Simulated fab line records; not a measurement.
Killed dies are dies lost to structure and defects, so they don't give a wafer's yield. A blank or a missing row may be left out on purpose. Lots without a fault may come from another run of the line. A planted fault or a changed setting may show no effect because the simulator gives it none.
fab line records -- flow sky130
record: lots: 6, wafers: 18, last-day: 50
route steps=708 shown PWDE@52 NWELL@56 PAD_OPEN@708
lots that met no fault: from a run of the same line without faults
start-h: hours from the record's first day to the start of the lot's first wafer shown -- wait-h: hours elapsed since this lot's preceding step -- " unchanged from the row above -- L1.1+2: one row covering several wafers at once -- - no value, or no start given -- * or withheld: withheld -- < > ~ a bound
route shown NAME@n: names a module that has steps shown in the file, with the first one's number in the route -- usual: the fault-free wafers' mean and standard deviation -- same: alike in all rows -- chamber/n: place in a boat -- sites: readings site by site -- _std_site: how widely they spread, as a standard deviation -- _edge_site: outer sites' mean less inner sites' -- radius-mm: for every site, how far away it sits from the centre of the wafer -- mask NAME#n: copy n -- behind: the most recent tool/chamber to have shaped the wafer -- hold: what put the lot on hold/how long, in hours/how the hold closed -- device: which transistor (n, p or np) failed to switch -- end of line: the route-end tests of the same wafers -- for a step that has no rows: nothing shown but its recipe -- killed: dies lost to structure and defects at the first sort, not the wafer's yield -- map: dies across one wafer; x = killed, . = not, _ = none there
set.NAME: the setting the step ran with; set.NAME@STEP: the setting that earlier step ran with -- model.NAME: the simulator's own value behind a step, which no gauge read
lots at selected steps of the route; one table per step, one row per wafer
services: the hour from which a tool's chamber was out of use, counted from the record's first day as start-h (under 0 if before that day), plus the number of hours and why
== steps ==
step: SKY_PWDE_OVL_MEAS_07
usual: PWDE_OVL: 0.5/1.5
lot.wafer,tool,chamber,start-h,wait-h,PWDE_OVL[nm]
L453.1,overlay-01,-,72.48,-,1.6
L453.3,overlay-01,-,72.48,-,-0.3
L453.6,overlay-01,-,72.48,-,0.7
L462.3,overlay-01,-,142.13,-,-0.6
L462.4,overlay-01,-,142.13,-,-0.9
L462.5,overlay-01,-,142.13,-,-0.6
L464.2,overlay-02,-,144.74,-,0.8
L464.3,overlay-02,-,144.74,-,-0.7
L464.5,overlay-02,-,144.74,-,-0.7
L469.1,overlay-02,-,171.03,-,-1.7
L469.4,overlay-02,-,171.03,-,-1.5
L469.6,overlay-02,-,171.03,-,0.0
L471.1,overlay-01,-,176.12,-,-1.9
L471.2,overlay-01,-,176.12,-,-0.2
L471.3,overlay-01,-,176.12,-,-2.5
L474.1,overlay-01,-,190.67,-,-1.3
L474.3,overlay-01,-,190.67,-,0.0
L474.6,overlay-01,-,190.67,-,-1.0
step: SKY_PWDE_IMPLANT_08
recipe: species: B, energy-kev: 147.6, dose-cm2: 3.6e+12, tilt-deg: withheld
step: SKY_PWDE_STRIP_09
recipe: chemistry: O2/N2, power-w: 1400, pressure-mtorr: 1500, platen-temp-c: withheld, o2-flow-sccm: 3000, n2-flow-sccm: 300, overash-fraction: 0.5
usual: drypump-motor-current-A: 5.7/0.34, oes-product-au: 0.722/0.0043, strip-time-to-endpoint-s: 36.95/0.1
lot.wafer,tool,chamber,start-h,wait-h,drypump-motor-current-A,oes-product-au,rf-hours-counter-h,strip-time-to-endpoint-s
L453.1,plasma-asher-03,0,72.67,0.1,5.6,0.720,37,37.09
L453.3,plasma-asher-03,0,72.67,0.1,5.7,0.724,-,37.06
L453.6,plasma-asher-03,0,72.67,0.1,5.6,0.722,-,37.17
L462.3,plasma-asher-01,1,142.34,0.1,5.4,0.727,-,37.00
L462.4,plasma-asher-01,0,142.34,0.1,6.0,0.718,-,36.93
L462.5,plasma-asher-01,0,142.34,0.1,6.0,0.716,-,37.05
L464.2,plasma-asher-04,1,144.92,0.1,5.8,0.729,46,36.98
L464.3,plasma-asher-04,1,144.92,0.1,5.8,0.727,-,37.05
L464.5,plasma-asher-04,0,144.92,0.1,6.2,0.723,-,37.04
L469.1,plasma-asher-04,1,171.22,0.1,5.8,0.724,48,36.95
L469.4,plasma-asher-04,0,171.22,0.1,6.2,0.721,-,36.89
L469.6,plasma-asher-04,1,171.22,0.1,5.8,0.722,-,36.90
L471.1,plasma-asher-01,1,176.30,0.1,5.5,0.722,6,37.00
L471.2,plasma-asher-01,0,176.30,0.1,6.0,0.728,6,36.91
L471.3,plasma-asher-01,0,176.30,0.1,6.0,0.722,-,36.97
L474.1,plasma-asher-03,0,190.85,0.1,5.6,0.718,49,37.08
L474.3,plasma-asher-03,0,190.85,0.1,5.6,0.724,-,37.04
L474.6,plasma-asher-03,0,190.85,0.1,5.7,0.725,-,36.98
step: SKY_PWDE_TW_MEAS_10
usual: PWDE_TW: 373/3.5
lot.wafer,tool,chamber,start-h,wait-h,PWDE_TW
L453.1,film-metro-04,-,72.77,0.1,373
L453.3,film-metro-04,-,72.77,0.1,377
L453.6,film-metro-04,-,72.77,0.1,376
L462.3,film-metro-02,-,142.42,0.1,368
L462.4,film-metro-02,-,142.42,0.1,368
L462.5,film-metro-02,-,142.42,0.1,367
L464.2,film-metro-01,-,145.03,0.1,374
L464.3,film-metro-01,-,145.03,0.1,376
L464.5,film-metro-01,-,145.03,0.1,374
L469.1,film-metro-04,-,171.32,0.1,379
L469.4,film-metro-04,-,171.32,0.1,377
L469.6,film-metro-04,-,171.32,0.1,378
L471.1,film-metro-04,-,176.40,0.1,377
L471.2,film-metro-04,-,176.40,0.1,378
L471.3,film-metro-04,-,176.40,0.1,377
L474.1,film-metro-01,-,190.95,0.1,377
L474.3,film-metro-01,-,190.95,0.1,375
L474.6,film-metro-01,-,190.95,0.1,375
step: SKY_NWELL_DEHYDRATE_03
recipe: temp-c: 200, time-s: 60
step: SKY_NWELL_HMDS_04
recipe: prime-time-s: 60, prime-temp-c: 120
step: SKY_NWELL_COAT_05
recipe: spin-rpm: 2000, resist-thk-nm: 2983
step: SKY_NWELL_SOFTBAKE_06
recipe: temp-c: 110, time-s: withheld
step: SKY_NWELL_EXPOSE_07
recipe: mask-id: NWM, na: 0.6, source-shape: conventional, sigma-outer: 0.6, polarization: unpolarized, target-cd-nm: 840, dose-mj: 255
step: SKY_NWELL_PEB_08
recipe: temp-c: 115, time-s: withheld
step: SKY_NWELL_DEVELOP_09
recipe: wall-angle-deg: 90, developer: TMAH, develop-time-s: 60, dev-temp-c: 23
step: SKY_NWELL_OVL_MEAS_10
usual: NWELL_00_OVL: 0.9/1.3
lot.wafer,tool,chamber,start-h,wait-h,NWELL_00_OVL[nm]
L453.1,overlay-02,-,89.71,-,0.1
L453.3,overlay-02,-,89.71,-,-1.6
L453.6,overlay-02,-,89.71,-,-0.7
L462.3,overlay-01,-,161.57,-,-0.5
L462.4,overlay-01,-,161.57,-,0.2
L462.5,overlay-01,-,161.57,-,0.2
L464.2,overlay-02,-,164.37,-,0.1
L464.3,overlay-02,-,164.37,-,2.4
L464.5,overlay-02,-,164.37,-,1.8
L469.1,overlay-01,-,191.61,-,-0.1
L469.4,overlay-01,-,191.61,-,2.4
L469.6,overlay-01,-,191.61,-,0.7
L471.1,overlay-02,-,196.64,-,3.0
L471.2,overlay-02,-,196.64,-,0.5
L471.3,overlay-02,-,196.64,-,1.9
L474.1,overlay-01,-,211.52,-,-1.1
L474.3,overlay-01,-,211.52,-,-1.5
L474.6,overlay-01,-,211.52,-,1.2
step: SKY_NWELL_IMPLANT_11
recipe: species: P, energy-kev: 400, dose-cm2: 1.9e+13, tilt-deg: withheld
usual: beam-energy-keV: 400.01/0.12
lot.wafer,tool,chamber,start-h,wait-h,beam-energy-keV,model.implant.rp-nm,model.implant.drp-nm
L453.1,implanter-02,0,89.74,0.0,399.78,487.2,116.9
L453.3,implanter-02,0,89.74,0.0,399.89,487.2,116.9
L453.6,implanter-02,0,89.74,0.0,399.94,487.2,116.9
L462.3,implanter-02,0,161.64,0.1,330.42,397.8,106.1
L462.4,implanter-02,0,161.64,0.1,330.50,397.8,106.1
L462.5,implanter-02,0,161.64,0.1,330.49,397.8,106.1
L464.2,implanter-02,0,164.43,0.0,330.42,406.8,106.1
L464.3,implanter-02,0,164.43,0.0,330.42,406.8,106.1
L464.5,implanter-02,0,164.43,0.0,330.45,406.8,106.1
L469.1,implanter-01,0,191.64,0.0,399.83,502.5,116.9
L469.4,implanter-01,0,191.64,0.0,399.87,502.5,116.9
L469.6,implanter-01,0,191.64,0.0,400.10,502.5,116.9
L471.1,implanter-01,0,196.68,0.0,399.80,501.5,116.9
L471.2,implanter-01,0,196.68,0.0,399.99,501.5,116.9
L471.3,implanter-01,0,196.68,0.0,400.01,501.5,116.9
L474.1,implanter-01,0,211.55,0.0,400.03,486.8,116.9
L474.3,implanter-01,0,211.55,0.0,400.04,486.8,116.9
L474.6,implanter-01,0,211.55,0.0,399.80,486.8,116.9
step: SKY_NWELL_IMPLANT_12
recipe: species: P, energy-kev: 120, dose-cm2: 1.3e+12, tilt-deg: withheld
step: SKY_NWELL_IMPLANT_13
recipe: species: P, energy-kev: 50, dose-cm2: 7e+11, tilt-deg: withheld
step: SKY_NWELL_STRIP_14
recipe: chemistry: O2/N2, power-w: 1400, pressure-mtorr: 1500, platen-temp-c: withheld, o2-flow-sccm: 3000, n2-flow-sccm: 300, overash-fraction: 0.5
usual: drypump-motor-current-A: 5.7/0.3, oes-product-au: 0.722/0.0045, strip-time-to-endpoint-s: 36.72/0.12
lot.wafer,tool,chamber,start-h,wait-h,drypump-motor-current-A,oes-product-au,rf-hours-counter-h,strip-time-to-endpoint-s
L453.1,plasma-asher-03,0,90.19,0.1,5.7,0.721,39,36.67
L453.3,plasma-asher-03,0,90.19,0.1,5.6,0.731,-,36.71
L453.6,plasma-asher-03,0,90.19,0.1,5.7,0.723,-,36.67
L462.3,plasma-asher-03,0,162.08,0.1,5.6,0.735,-,36.78
L462.4,plasma-asher-03,1,162.08,0.1,5.2,0.730,-,36.82
L462.5,plasma-asher-03,1,162.08,0.1,5.1,0.722,-,36.81
L464.2,plasma-asher-04,1,164.85,0.1,5.8,0.718,47,36.69
L464.3,plasma-asher-04,0,164.85,0.1,6.2,0.727,-,36.68
L464.5,plasma-asher-04,1,164.85,0.1,5.8,0.730,-,36.76
L469.1,plasma-asher-02,0,192.09,0.1,5.7,0.720,41,36.59
L469.4,plasma-asher-02,0,192.09,0.1,5.7,0.722,-,36.60
L469.6,plasma-asher-02,0,192.09,0.1,5.7,0.726,-,36.57
L471.1,plasma-asher-02,0,197.13,0.1,5.7,0.719,41,36.53
L471.2,plasma-asher-02,1,197.13,0.1,5.5,0.720,41,36.55
L471.3,plasma-asher-02,0,197.13,0.1,5.7,0.721,-,36.52
L474.1,plasma-asher-04,1,212.00,0.1,5.8,0.728,52,36.69
L474.3,plasma-asher-04,0,212.00,0.1,6.2,0.720,-,36.73
L474.6,plasma-asher-04,1,212.00,0.1,5.8,0.711,-,36.65
step: SKY_NWELL_TW_MEAS_15
usual: NWELL_TW: 1817/15
lot.wafer,tool,chamber,start-h,wait-h,NWELL_TW
L453.1,film-metro-01,-,90.29,0.1,1823
L453.3,film-metro-01,-,90.29,0.1,1826
L453.6,film-metro-01,-,90.29,0.1,1827
L462.3,film-metro-02,-,162.16,0.1,1763
L462.4,film-metro-02,-,162.16,0.1,1758
L462.5,film-metro-02,-,162.16,0.1,1765
L464.2,film-metro-02,-,164.96,0.1,1757
L464.3,film-metro-02,-,164.96,0.1,1765
L464.5,film-metro-02,-,164.96,0.1,1756
L469.1,film-metro-01,-,192.22,0.1,1828
L469.4,film-metro-01,-,192.22,0.1,1828
L469.6,film-metro-01,-,192.22,0.1,1833
L471.1,film-metro-01,-,197.23,0.1,1838
L471.2,film-metro-01,-,197.23,0.1,1822
L471.3,film-metro-01,-,197.23,0.1,1823
L474.1,film-metro-02,-,212.10,0.1,1813
L474.3,film-metro-02,-,212.10,0.1,1805
L474.6,film-metro-02,-,212.10,0.1,1813
step: SKY_NWELL_DEHYDRATE_16
recipe: temp-c: 200, time-s: 60
step: SKY_NWELL_HMDS_17
recipe: prime-time-s: 60, prime-temp-c: 120
step: SKY_NWELL_COAT_18
recipe: spin-rpm: 2000, resist-thk-nm: 3000
step: SKY_NWELL_SOFTBAKE_19
recipe: temp-c: 110, time-s: withheld
step: SKY_NWELL_EXPOSE_20
recipe: mask-id: NWM_COMPLEMENT, na: 0.6, source-shape: conventional, sigma-outer: 0.6, polarization: unpolarized, target-cd-nm: 840, dose-mj: 260
step: SKY_NWELL_PEB_21
recipe: temp-c: 115, time-s: withheld
step: SKY_NWELL_DEVELOP_22
recipe: wall-angle-deg: 90, developer: TMAH, develop-time-s: 60, dev-temp-c: 23
step: SKY_NWELL_OVL_MEAS_23
usual: NWELL_01_OVL: 1.0/1.3
lot.wafer,tool,chamber,start-h,wait-h,NWELL_01_OVL[nm]
L453.1,overlay-01,-,106.36,-,0.3
L453.3,overlay-01,-,106.36,-,0.4
L453.6,overlay-01,-,106.36,-,0.1
L462.3,overlay-01,-,182.42,-,0.5
L462.4,overlay-01,-,182.42,-,3.6
L462.5,overlay-01,-,182.42,-,-1.8
L464.2,overlay-01,-,184.91,-,1.9
L464.3,overlay-01,-,184.91,-,1.3
L464.5,overlay-01,-,184.91,-,2.9
L469.1,overlay-01,-,213.41,-,1.2
L469.4,overlay-01,-,213.41,-,2.8
L469.6,overlay-01,-,213.41,-,-0.2
L471.1,overlay-01,-,218.42,-,0.3
L471.2,overlay-01,-,218.42,-,2.3
L471.3,overlay-01,-,218.42,-,2.0
L474.1,overlay-02,-,233.67,-,1.9
L474.3,overlay-02,-,233.67,-,0.6
L474.6,overlay-02,-,233.67,-,-0.2
step: SKY_NWELL_IMPLANT_24
recipe: species: B, energy-kev: 140, dose-cm2: 9.2e+12, tilt-deg: withheld
step: SKY_NWELL_STRIP_25
recipe: chemistry: O2/N2, power-w: 1400, pressure-mtorr: 1500, platen-temp-c: withheld, o2-flow-sccm: 3000, n2-flow-sccm: 300, overash-fraction: 0.5
usual: drypump-motor-current-A: 5.7/0.33, oes-product-au: 0.722/0.0043, strip-time-to-endpoint-s: 36.92/0.12
lot.wafer,tool,chamber,start-h,wait-h,drypump-motor-current-A,oes-product-au,rf-hours-counter-h,strip-time-to-endpoint-s
L453.1,plasma-asher-03,1,106.54,0.1,5.2,0.727,41,37.02
L453.3,plasma-asher-03,0,106.54,0.1,5.7,0.727,-,36.93
L453.6,plasma-asher-03,1,106.54,0.1,5.2,0.718,-,36.90
L462.3,plasma-asher-03,1,182.70,0.1,5.1,0.720,-,36.88
L462.4,plasma-asher-03,0,182.70,0.1,5.6,0.715,-,36.95
L462.5,plasma-asher-03,1,182.70,0.1,5.1,0.730,-,36.93
L464.2,plasma-asher-04,1,185.09,0.1,5.8,0.720,50,36.93
L464.3,plasma-asher-04,1,185.09,0.1,5.8,0.718,-,36.86
L464.5,plasma-asher-04,0,185.09,0.1,6.2,0.731,-,36.99
L469.1,plasma-asher-03,0,213.59,0.1,5.6,0.723,51,36.90
L469.4,plasma-asher-03,0,213.59,0.1,5.6,0.720,-,36.86
L469.6,plasma-asher-03,1,213.59,0.1,5.1,0.724,-,36.87
L471.1,plasma-asher-03,1,218.60,0.1,5.2,0.722,52,36.65
L471.2,plasma-asher-03,0,218.60,0.1,5.6,0.719,52,36.79
L471.3,plasma-asher-03,0,218.60,0.1,5.6,0.724,-,36.63
L474.1,plasma-asher-04,0,233.85,0.1,6.2,0.729,54,36.93
L474.3,plasma-asher-04,0,233.85,0.1,6.2,0.718,-,36.97
L474.6,plasma-asher-04,0,233.85,0.1,6.2,0.724,-,37.10
step: SKY_NWELL_TW_MEAS_26
usual: NWELL_2_TW: 497/3.8
lot.wafer,tool,chamber,start-h,wait-h,NWELL_2_TW
L453.1,film-metro-01,-,106.64,0.1,496
L453.3,film-metro-01,-,106.64,0.1,494
L453.6,film-metro-01,-,106.64,0.1,495
L462.3,film-metro-01,-,182.78,0.1,497
L462.4,film-metro-01,-,182.78,0.1,500
L462.5,film-metro-01,-,182.78,0.1,499
L464.2,film-metro-04,-,185.20,0.1,499
L464.3,film-metro-04,-,185.20,0.1,503
L464.5,film-metro-04,-,185.20,0.1,502
L469.1,film-metro-01,-,213.69,0.1,503
L469.4,film-metro-01,-,213.69,0.1,498
L469.6,film-metro-01,-,213.69,0.1,499
L471.1,film-metro-04,-,218.70,0.1,498
L471.2,film-metro-04,-,218.70,0.1,502
L471.3,film-metro-04,-,218.70,0.1,499
L474.1,film-metro-04,-,233.95,0.1,498
L474.3,film-metro-04,-,233.95,0.1,499
L474.6,film-metro-04,-,233.95,0.1,494
step: SKY_NWELL_CLEAN_27
recipe: chemistry: SC1/SC2, mix: 1:4:20, temp-c: 70, time-s: 150, dry: n2-spin
step: SKY_NWELL_RTA_28
recipe: temp-c: 1050, time-s: 30, idle-temp-c: 650, ramp-up-c-per-s: 150, ramp-down-c-per-s: 90, ambient: N2
usual: lamp-power-pct: 25.30/0.046, wafer_temp_C_max: 1055.0/1
lot.wafer,tool,chamber,start-h,wait-h,lamp-power-pct,wafer_temp_C_max
L453.1,rtp-anneal-02,0,106.76,0.0,25.25,1053.8
L453.3,rtp-anneal-02,0,106.76,0.0,25.26,1056.3
L453.6,rtp-anneal-02,0,106.76,0.0,25.38,1055.7
L462.3,rtp-anneal-02,0,182.91,0.0,25.28,1055.1
L462.4,rtp-anneal-02,0,182.91,0.0,25.32,1054.7
L462.5,rtp-anneal-02,0,182.91,0.0,25.27,1054.2
L464.2,rtp-anneal-01,0,185.32,0.0,25.39,1053.8
L464.3,rtp-anneal-01,0,185.32,0.0,25.35,1054.3
L464.5,rtp-anneal-01,0,185.32,0.0,25.31,1054.8
L469.1,rtp-anneal-02,0,213.80,0.0,25.26,1054.6
L469.4,rtp-anneal-02,0,213.80,0.0,25.28,1054.6
L469.6,rtp-anneal-02,0,213.80,0.0,25.36,1054.5
L471.1,rtp-anneal-01,0,218.81,0.0,25.32,1055.8
L471.2,rtp-anneal-01,0,218.81,0.0,25.32,1054.8
L471.3,rtp-anneal-01,0,218.81,0.0,25.30,1053.8
L474.1,rtp-anneal-02,0,234.07,0.0,25.33,1056.5
L474.3,rtp-anneal-02,0,234.07,0.0,25.28,1056.4
L474.6,rtp-anneal-02,0,234.07,0.0,25.26,1056.7
step: SKY_NWELL_RS_MEAS_29
recipe: thk-meas-gauge: four-point-probe
usual: NWELL_RS: 624.5/1.5
lot.wafer,tool,chamber,start-h,wait-h,NWELL_RS[ohm/sq]
L453.1,film-metro-01,-,106.86,0.1,624.0
L453.3,film-metro-01,-,106.86,0.1,625.0
L453.6,film-metro-01,-,106.86,0.1,628.1
L462.3,film-metro-04,-,183.01,0.1,655.1
L462.4,film-metro-04,-,183.01,0.1,655.8
L462.5,film-metro-04,-,183.01,0.1,656.4
L464.2,film-metro-01,-,185.42,0.1,654.7
L464.3,film-metro-01,-,185.42,0.1,653.1
L464.5,film-metro-01,-,185.42,0.1,655.5
L469.1,film-metro-04,-,213.90,0.1,624.5
L469.4,film-metro-04,-,213.90,0.1,622.4
L469.6,film-metro-04,-,213.90,0.1,621.7
L471.1,film-metro-02,-,218.91,0.1,622.4
L471.2,film-metro-02,-,218.91,0.1,622.1
L471.3,film-metro-02,-,218.91,0.1,621.1
L474.1,film-metro-01,-,234.17,0.1,626.1
L474.3,film-metro-01,-,234.17,0.1,625.4
L474.6,film-metro-01,-,234.17,0.1,624.7
step: SKY_PAD_OPEN_PROBE_99
usual: killed_at_M0_to_M3: 42/7.1, killed_at_M4_up: 3.0/1.7, killed-at-contacts: 25/5, killed-at-front-end: 16/4.4, killed-at-other: 0.5/1.4, killed-dies: 87/9.2, killed-open: 47/6.2, killed-short: 39/6.6
same: gross-dies: 492, killed-at-back-side: 0
lot.wafer,tool,chamber,start-h,wait-h,killed_at_M0_to_M3,killed_at_M4_up,killed-at-contacts,killed-at-front-end,killed-at-other,killed-dies,killed-open,killed-short,model.etest.pfet_16v.r-on-ohm-um,model.etest.res-nwell.line-ohm-um,model.etest.nfet_16v.r-on-ohm-um,model.etest.res-nwell.rs-ohm-sq,model.etest.pfet-g5v0d10v5.r-on-ohm-um,model.etest.tip_p_5v.rs-ohm-sq,model.etest.tip-p.rs-ohm-sq,model.etest.res-nwell.width-nm
L453.1,prober-02,-,1073.85,0.1,46,4,23,20,0,93,53,40,1.492e+04,1101,1.414e+04,923.2,4882,2863,6799,832.1
L453.3,prober-02,-,1073.95,0.2,42,3,29,16,1,91,45,46,1.58e+04,1211,1.42e+04,1006,4810,2856,6772,839.2
L453.6,prober-02,-,1074.10,0.2,43,4,28,20,0,95,51,43,1.601e+04,1225,1.428e+04,1025,4953,2884,6823,836.7
L462.3,prober-01,-,1150.71,0.2,36,4,24,15,0,79,43,33,1.596e+04,1843,1.441e+04,1499,5092,3135,7002,810.5
L462.4,prober-01,-,1150.76,0.2,51,3,26,12,0,92,55,36,1.587e+04,1893,1.422e+04,1509,5100,3114,7101,812.2
L462.5,prober-01,-,1150.81,0.2,53,5,18,17,0,93,59,34,1.733e+04,2229,1.508e+04,1821,5182,3126,7030,812.5
L464.2,prober-02,-,1154.12,0.1,48,5,34,9,1,97,45,52,1.613e+04,1942,1.461e+04,1522,5023,3085,7075,796.3
L464.3,prober-02,-,1154.17,0.2,42,4,33,15,0,94,58,35,1.571e+04,1776,1.431e+04,1414,4938,3092,7096,793.2
L464.5,prober-02,-,1154.27,0.2,41,5,27,22,38,133,47,47,1.624e+04,1955,1.474e+04,1529,5028,3101,7093,789.3
L469.1,prober-01,-,1175.93,0.1,35,1,24,16,0,76,36,40,1.468e+04,1051,1.423e+04,884.5,4663,2832,6926,845.8
L469.4,prober-01,-,1176.08,0.2,49,2,41,12,0,104,51,53,1.563e+04,1090,1.416e+04,929.1,4781,2848,6870,857.4
L469.6,prober-01,-,1176.18,0.2,47,4,23,24,0,98,48,50,1.451e+04,1036,1.414e+04,875.1,4713,2834,6894,846.4
L471.1,prober-01,-,1177.43,0.1,47,1,20,18,0,86,47,39,1.499e+04,1110,1.407e+04,930.8,4749,2836,6905,839.5
L471.2,prober-01,-,1177.48,0.1,43,2,24,13,1,83,50,32,1.571e+04,1150,1.424e+04,971.6,4815,2849,6912,843.5
L471.3,prober-01,-,1177.53,0.2,42,4,18,12,0,76,39,37,1.48e+04,1073,1.421e+04,902.9,4853,2834,6940,837
L474.1,prober-02,-,1188.30,0.1,36,3,30,9,0,78,45,33,1.492e+04,1175,1.358e+04,958.7,4802,2872,6796,816.9
L474.3,prober-02,-,1188.40,0.2,40,2,35,14,1,92,49,42,1.523e+04,1193,1.384e+04,978.8,4910,2878,6771,820
L474.6,prober-02,-,1188.55,0.2,41,1,25,22,0,89,50,36,1.489e+04,1176,1.378e+04,962.1,4772,2874,6766,817.2
killed by level:class
L453.1 VIA1:geometric-particle:open=13 CONTACT:geometric-particle:open=8 FIELD_ISO:geometric-particle:open=6 LI_CONTACT:geometric-particle:open=6 METAL2:geometric-particle:short=6 VIA2:geometric-particle:open=6 POLY_GATE:geometric-particle:open=5 POLY_GATE:geometric-particle:short=4
L453.3 CONTACT:geometric-particle:open=10 VIA3:geometric-particle:open=9 LI_CONTACT:geometric-particle:open=6 LOCAL_INTERCONNECT:geometric-particle:short=6 VIA2:geometric-particle:open=6 VIA3:geometric-particle:short=6 METAL1:geometric-particle:short=5 FIELD_ISO:geometric-particle:short=4
L453.6 CONTACT:geometric-particle:open=13 VIA2:geometric-particle:open=11 FIELD_ISO:geometric-particle:short=7 VIA3:geometric-particle:short=6 VIA1:geometric-particle:open=6 METAL2:geometric-particle:short=5 LI_CONTACT:geometric-particle:open=5 CONTACT:geometric-particle:short=5
L462.3 VIA1:geometric-particle:open=11 CONTACT:geometric-particle:open=7 LOCAL_INTERCONNECT:geometric-particle:short=6 VIA2:geometric-particle:open=5 FIELD_ISO:geometric-particle:short=4 POLY_GATE:geometric-particle:open=4 LI_CONTACT:geometric-particle:open=4 VIA1:geometric-particle:short=4
L462.4 VIA1:geometric-particle:open=16 CONTACT:geometric-particle:open=10 VIA2:geometric-particle:open=9 VIA3:geometric-particle:open=7 VIA2:geometric-particle:short=6 LI_CONTACT:geometric-particle:open=5 LI_CONTACT:geometric-particle:short=4 VIA1:geometric-particle:short=4
L462.5 VIA1:geometric-particle:open=19 CONTACT:geometric-particle:open=8 VIA3:geometric-particle:open=7 LI_CONTACT:geometric-particle:open=7 VIA1:geometric-particle:short=7 FIELD_ISO:geometric-particle:open=6 METAL2:geometric-particle:short=6 POLY_GATE:geometric-particle:open=4
L464.2 CONTACT:geometric-particle:short=10 CONTACT:geometric-particle:open=10 LI_CONTACT:geometric-particle:open=8 VIA1:geometric-particle:open=8 METAL2:geometric-particle:short=7 VIA3:geometric-particle:open=7 METAL1:geometric-particle:short=6 FIELD_ISO:geometric-particle:short=5
L464.3 CONTACT:geometric-particle:open=16 VIA1:geometric-particle:open=10 METAL2:geometric-particle:short=8 CONTACT:geometric-particle:short=7 VIA2:geometric-particle:open=6 FIELD_ISO:geometric-particle:open=5 VIA3:geometric-particle:open=5 VIA1:geometric-particle:short=5
L464.5 CAPM:area-etch=38 VIA1:geometric-particle:open=10 CONTACT:geometric-particle:open=9 FIELD_ISO:geometric-particle:short=6 VIA2:geometric-particle:open=6 CONTACT:geometric-particle:short=6 LOCAL_INTERCONNECT:geometric-particle:short=5 VIA3:geometric-particle:open=5
L469.1 CONTACT:geometric-particle:open=8 VIA1:geometric-particle:open=7 CONTACT:geometric-particle:short=5 VIA2:geometric-particle:open=5 VIA3:geometric-particle:short=5 POLY_GATE:geometric-particle:short=4 POLY_GATE:geometric-particle:open=4 LI_CONTACT:geometric-particle:open=4
L469.4 CONTACT:geometric-particle:open=15 METAL2:geometric-particle:short=12 CONTACT:geometric-particle:short=11 VIA3:geometric-particle:open=9 VIA1:geometric-particle:open=9 LI_CONTACT:geometric-particle:open=6 METAL1:geometric-particle:short=6 VIA2:geometric-particle:short=5
L469.6 FIELD_ISO:geometric-particle:short=10 LI_CONTACT:geometric-particle:open=8 METAL2:geometric-particle:short=7 VIA3:geometric-particle:open=7 METAL1:geometric-particle:short=6 VIA1:geometric-particle:open=5 LOCAL_INTERCONNECT:geometric-particle:short=5 VIA2:geometric-particle:open=5
L471.1 VIA1:geometric-particle:open=14 VIA2:geometric-particle:open=8 CONTACT:geometric-particle:open=7 VIA1:geometric-particle:short=7 POLY_GATE:geometric-particle:open=6 LI_CONTACT:geometric-particle:short=6 METAL1:geometric-particle:short=6 POLY_GATE:geometric-particle:short=4
L471.2 VIA1:geometric-particle:open=11 VIA2:geometric-particle:open=10 CONTACT:geometric-particle:open=9 VIA3:geometric-particle:open=7 CONTACT:geometric-particle:short=6 METAL1:geometric-particle:short=6 FIELD_ISO:geometric-particle:open=5 FIELD_ISO:geometric-particle:short=4
L471.3 CONTACT:geometric-particle:open=7 VIA1:geometric-particle:open=7 VIA3:geometric-particle:open=6 METAL1:geometric-particle:short=6 VIA2:geometric-particle:open=6 POLY_GATE:geometric-particle:short=4 LI_CONTACT:geometric-particle:open=4 CONTACT:geometric-particle:short=4
L474.1 CONTACT:geometric-particle:open=12 VIA1:geometric-particle:open=10 LI_CONTACT:geometric-particle:open=9 METAL2:geometric-particle:short=7 VIA2:geometric-particle:open=7 METAL1:geometric-particle:short=6 FIELD_ISO:geometric-particle:short=4 CONTACT:geometric-particle:short=4
L474.3 CONTACT:geometric-particle:open=12 LI_CONTACT:geometric-particle:open=9 VIA1:geometric-particle:open=8 METAL2:geometric-particle:short=8 LI_CONTACT:geometric-particle:short=6 FIELD_ISO:geometric-particle:short=4 CONTACT:geometric-particle:short=4 VIA1:geometric-particle:short=4
L474.6 LI_CONTACT:geometric-particle:open=10 VIA1:geometric-particle:short=8 CONTACT:geometric-particle:open=7 VIA1:geometric-particle:open=7 VIA2:geometric-particle:open=7 POLY_GATE:geometric-particle:open=5 POLY_GATE:geometric-particle:short=5 CONTACT:geometric-particle:short=5
== services ==
tool,chamber,start-h,hours,kind
plasma-asher-01,-,66.94,3.0,repair
plasma-asher-04,-,71.70,10.0,repair
plasma-asher-01,-,108.75,9.0,pm
plasma-asher-01,0,108.75,9.0,vent-cycle
plasma-asher-01,1,108.75,9.0,vent-cycle
plasma-asher-01,0,117.75,-,clean
plasma-asher-01,1,117.75,-,clean
implanter-01,-,117.91,3.8,repair
implanter-01,-,163.42,5.6,pm
implanter-01,-,171.34,1.5,repair
implanter-01,-,181.55,6.9,repair
rtp-anneal-01,-,196.87,2.4,pm
implanter-02,-,211.95,3.8,repair
== key ==
first-sign: step: SKY_NWELL_IMPLANT_11, reading: beam-energy-keV, direction: down, sigmas: 99+, usual: *, struck: *
effect: step: SKY_NWELL_TW_MEAS_15, reading: NWELL_TW, direction: down, sigmas: 3.8, usual: 1817, struck: 1761
effect: step: SKY_NWELL_RS_MEAS_29, reading: NWELL_RS, direction: up, sigmas: 20, usual: 624.5, struck: 655.1
model-effect: step: SKY_NWELL_IMPLANT_11, value: implant.rp-nm, without: 479.5, struck: 402.2
model-effect: step: SKY_PAD_OPEN_PROBE_99, value: etest.pfet_16v.r-on-ohm-um, without: 1.529e+04, struck: 1.621e+04
met-at SKY_NWELL_IMPLANT_11
struck-wafers L462.3,L462.4,L462.5,L464.2,L464.3,L464.5
tester-left-out L462,L464
baseline-loss: step: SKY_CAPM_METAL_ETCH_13, wafers: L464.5
onset-between 89.74 161.64
fault: kind: process-parameter-drift, tool: implanter-02, chamber: -, onset-h: 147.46, steps: SKY_NWELL_IMPLANT_11, channel: energy-kev, offset: *, shape: step, end-h: 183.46, acts-in: *, stated: *
tester-left-out: of these lots the tester's yield and bins aren't shown, on N5 and GAA mostly nor the transistor test; their killed dies are dies lost to structure and defects alone, not to doping, threshold or leakage, so they don't give the yield
baseline-loss: these wafers lose ten dies or more at that step, a loss of the line's own and not of a fault; the sort's usual values leave them out
